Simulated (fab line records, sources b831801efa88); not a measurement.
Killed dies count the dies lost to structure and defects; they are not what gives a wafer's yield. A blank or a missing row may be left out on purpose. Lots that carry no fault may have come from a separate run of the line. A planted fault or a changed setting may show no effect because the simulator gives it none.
What tool caused it? | flow sky130 | 39 wafers from 13 lots sampled at 3 of the route's 708 steps

## WHAT THE GAUGES READ, wafer by wafer
SKY_POLY_GATE_CD_MEAS_13 targets a cd of 150 nm. Usual: cd nm reads 150.3 nm (standard deviation 1.1).
lot  | measured     | on        | cd nm (nm)        | flag
L246 | day 17 05:10 | cd sem-01 | 150.2 150.0 149.5 |
L247 | day 18 17:14 | cd sem-01 | 150.2 150.7 150.0 |
L248 | day 18 23:23 | cd sem-01 | 150.7 153.2 150.7 |
L249 | day 19 00:43 | cd sem-01 | 150.4 150.3 150.7 |
L251 | day 19 05:26 | cd sem-02 | 148.9 150.4 150.9 |
L252 | day 19 19:50 | cd sem-01 | 150.6 151.1 149.5 |
L255 | day 20 16:28 | cd sem-01 | 149.8 149.0 150.6 |
L260 | day 23 00:34 | cd sem-01 | 150.8 151.4 150.6 |
L261 | day 23 05:28 | cd sem-02 | 151.4 150.3 151.8 |
L263 | day 24 03:52 | cd sem-02 | 149.7 149.9 149.5 |
L264 | day 24 16:56 | cd sem-01 | 150.0 150.9 149.5 |
L266 | day 24 20:29 | cd sem-02 | 149.4 150.2 150.5 |
L265 | day 25 01:16 | cd sem-01 | 151.8 151.5 150.1 |

SKY_LDD_HVN_TW_MEAS_10. Usual: LDD_HVN_TW gives 1436 (standard deviation 5.8).
lot  | measured     | on            | LDD_HVN_TW     | flag
L246 | day 21 01:17 | film metro-03 | 1446 1442 1437 |
L247 | day 22 16:52 | film metro-04 | 1430 1431 1436 |
L248 | day 22 22:45 | film metro-04 | 1433 1435 1435 |
L249 | day 22 23:58 | film metro-04 | 1434 1438 1440 |
L251 | day 23 05:37 | film metro-04 | 1436 1437 1437 |
L252 | day 23 17:41 | film metro-03 | 1434 1432 1432 |
L255 | day 24 12:49 | film metro-03 | 1435 1432 1432 |
L260 | day 26 18:07 | film metro-03 | 1425 1428 1428 |
L261 | day 26 23:58 | film metro-02 | 1442 1433 1425 |
L263 | day 27 22:01 | film metro-02 | 1429 1436 1436 |
L264 | day 28 12:07 | film metro-04 | 1439 1442 1439 |
L266 | day 28 13:38 | film metro-03 | 1430 1432 1434 |
L265 | day 28 17:43 | film metro-03 | 1441 1439 1434 |

## TOOL THAT RAN EACH LOT (tool first, then ch and the chambers of the sampled wafers, then the start)
lot  | SKY_LDD_N_IMPLANT_11
L246 | implanter-02 ch 0, day 18 12:15
L247 | implanter-01 ch 0, day 20 03:15
L248 | implanter-02 ch 0, day 20 09:22
L249 | implanter-01 ch 0, day 20 09:40
L251 | implanter-01 ch 0, day 20 16:10
L252 | implanter-01 ch 0, day 21 04:28
L255 | implanter-04 ch 0, day 22 00:58
L260 | implanter-02 ch 0, day 24 08:34
L261 | implanter-01 ch 0, day 24 13:13
L263 | implanter-04 ch 0, day 25 11:31
L264 | implanter-02 ch 0, day 26 01:34
L266 | implanter-04 ch 0, day 26 03:23
L265 | implanter-01 ch 0, day 26 08:07
- SKY_LDD_N_IMPLANT_11

## WHAT THE TOOLS THEMSELVES READ (means of the sampled wafers that have a number; where no wafer has one, the mark that the record gives instead)
SKY_LDD_N_IMPLANT_11. Usual: dose ions cm2 7.499e+13, standard deviation 8.3e+10; faraday current uA 422, standard deviation 9; rotation deg 293.00 degrees, standard deviation 0.052.
lot  | tool         | dose ions cm2 | faraday current uA | rotation deg (degrees) | flag
L246 | implanter-02 | 7.494e+13     | 428                | 293.01                 |
L247 | implanter-01 | 7.492e+13     | 428                | 293.03                 |
L248 | implanter-02 | 7.502e+13     | 430                | 293.03                 |
L249 | implanter-01 | 7.489e+13     | 420                | 293.03                 |
L251 | implanter-01 | 6.595e+13     | 372                | 293.02                 | OFF
L252 | implanter-01 | 6.588e+13     | 372                | 292.98                 | OFF
L255 | implanter-04 | 7.501e+13     | 423                | 293.01                 |
L260 | implanter-02 | 7.494e+13     | 419                | 292.99                 |
L261 | implanter-01 | 7.507e+13     | 415                | 293.00                 |
L263 | implanter-04 | 7.502e+13     | 417                | 293.03                 |
L264 | implanter-02 | 7.487e+13     | 426                | 292.97                 |
L266 | implanter-04 | 7.505e+13     | 416                | 292.98                 |
L265 | implanter-01 | 7.504e+13     | 421                | 293.00                 |

## THE ANSWER, worked out from the rows above alone
Rule: lot off if the mean of its wafers having a number is beyond 3 standard deviations from the usual mean. Also off: a lot with no number at a reading for which 4 or more lots have one. All remaining lots with rows at the step are treated as sound. After the gauges, taken in route order, come the tools' own readings; for these a lot's mean is taken, as printed above. The first step at which some lot is off is used, and at that step the reading that is off furthest; a lot without a number counts as furthest.
Off, at SKY_LDD_N_IMPLANT_11 on dose ions cm2: L251, L252.
If a tool, at that step or one of the process steps before it, ran each lot that is off and ran no sound lot following the first of them, it fits. No candidate that was tried fits.

## WHAT THE SIMULATOR HAD INSERTED
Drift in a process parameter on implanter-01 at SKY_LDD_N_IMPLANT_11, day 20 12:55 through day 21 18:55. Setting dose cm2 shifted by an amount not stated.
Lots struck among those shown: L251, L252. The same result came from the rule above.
